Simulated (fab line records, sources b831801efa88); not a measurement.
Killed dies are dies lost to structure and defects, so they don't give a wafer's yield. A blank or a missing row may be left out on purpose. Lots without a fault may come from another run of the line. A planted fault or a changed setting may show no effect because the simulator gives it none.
Split-lot experiment | flow sky130 | 5 lots, 23 wafers read, on a route of 708 steps

THE SPLIT
At SKY_LI_CONTACT_EXPOSE_09 (exposes mask LICM1, target cd 170 nm), the setting dose_mj was moved away from the recipe's 38 on 8 of the 23 wafers read, by -4.3% to +5.6%. The other wafers ran this setting at the recipe's value.

FROM THE SPLIT TO THE READING: what the file shows between them, 2 steps
- SKY_LI_CONTACT_PEB_10
- SKY_LI_CONTACT_DEVELOP_11: develop time 60 s

THE READING
cd_nm, in nm, at SKY_LI_CONTACT_CD_MEAS_12 (target cd 170 nm). Fault-free wafers of this fab line usually give 169.2 nm, standard deviation 1.4 nm.

wafer  | tool, chamber at the split | dose_mj as run | against the recipe | cd_nm, nm | against lot-mates on the recipe
L074.1 | krf_scanner-02, 0          | 38             | recipe             | 168.4     | -
L074.2 | krf_scanner-02, 0          | 39.41          | +3.7%              | 174.5     | +6.9
L074.3 | krf_scanner-02, 0          | 39.41          | +3.7%              | 175.3     | +7.7
L074.4 | krf_scanner-02, 0          | 38             | recipe             | 167.4     | -
L074.5 | krf_scanner-02, 0          | 38             | recipe             | 166.9     | -
L075.1 | krf_scanner-02, 0          | 36.82          | -3.1%              | 165.0     | -5.1
L075.2 | krf_scanner-02, 0          | 36.82          | -3.1%              | 166.1     | -4.0
L075.3 | krf_scanner-02, 0          | 38             | recipe             | 169.2     | -
L075.4 | krf_scanner-02, 0          | 38             | recipe             | 170.6     | -
L075.5 | krf_scanner-02, 0          | 38             | recipe             | 170.6     | -
L077.1 | krf_scanner-01, 0          | 38             | recipe             | 169.3     | -
L077.2 | krf_scanner-01, 0          | 36.36          | -4.3%              | 162.1     | -7.8
L077.3 | krf_scanner-01, 0          | 36.36          | -4.3%              | 161.2     | -8.7
L077.5 | krf_scanner-01, 0          | 38             | recipe             | 169.7     | -
L077.6 | krf_scanner-01, 0          | 38             | recipe             | 170.6     | -
L078.3 | krf_scanner-02, 0          | 38             | recipe             | 168.9     | -
L078.4 | krf_scanner-02, 0          | 38             | recipe             | 168.3     | -
L078.5 | krf_scanner-02, 0          | 38             | recipe             | 168.8     | -
L080.1 | krf_scanner-02, 0          | 40.12          | +5.6%              | 181.6     | +10.7
L080.2 | krf_scanner-02, 0          | 38             | recipe             | 170.5     | -
L080.3 | krf_scanner-02, 0          | 38             | recipe             | 171.2     | -
L080.4 | krf_scanner-02, 0          | 38             | recipe             | 171.0     | -
L080.5 | krf_scanner-02, 0          | 40.12          | +5.6%              | 182.1     | +11.2

THE FIT
A straight line over all 23 wafers: cd_nm changes by +1.84 nm for each +1% of dose_mj; r = +0.96; the points scatter about the line by 1.5 nm.
The same after taking each lot's own level away (the mean of its wafers on the recipe; 23 wafers): +1.88 nm for each +1%; r = +0.99; scatter 0.63 nm.
On that fit, the largest move of dose_mj shifts the reading by 10 nm.
The lots' own levels span 167.57 to 170.90 nm, that is 2.4 times the standard deviation above.
So the lot-to-lot level changes the slope little: the two slopes agree.
Check: with one of the wafers moved furthest among these (+5.6%) left out of the fit, the line predicts +10.7 nm for it against its lot-mates. It came out at +10.7 nm against them.

OTHER SPLITS ON THESE WAFERS
These wafers also went through other splits before the reading. Each is held against what the fit with the lots' levels taken away leaves over:
other split on the same wafers  | wafers away from the commonest value | r with cd_nm (lot level and that fit taken away)
SKY_SD_P_DEVELOP_06 dev_temp_c  | 5                                    | -0.22
SKY_SD_N_EXPOSE_04 dose_mj      | 11                                   | +0.18
SKY_SD_N_IMPLANT_10 energy_kev  | 8                                    | +0.09
SKY_LI_CONTACT_HDPCVD_00 time_s | 8                                    | -0.33

THE WHOLE CHAIN: every reading that the file lists as answering this split, in the file's order
step                      | what it does                                                         | reading                                                           | change (the file's fit)              | r (the file's)
SKY_LI_CONTACT_CD_MEAS_12 | target cd 170 nm                                                     | cd_nm                                                             | +1.89 nm for each +1% of the setting | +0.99
SKY_LI_CONTACT_ETCH_14    | etches BARC in N2/H2, stops on SiO2, time 45.9 s, target depth 60 nm | LI_CONTACT.cd_nm (the simulator's own value, which no gauge read) | +1.86 nm for each +1% of the setting | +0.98

THE FILE'S OWN FIT
cd_nm changes by +1.89 nm for each +1% of dose_mj, r = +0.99.
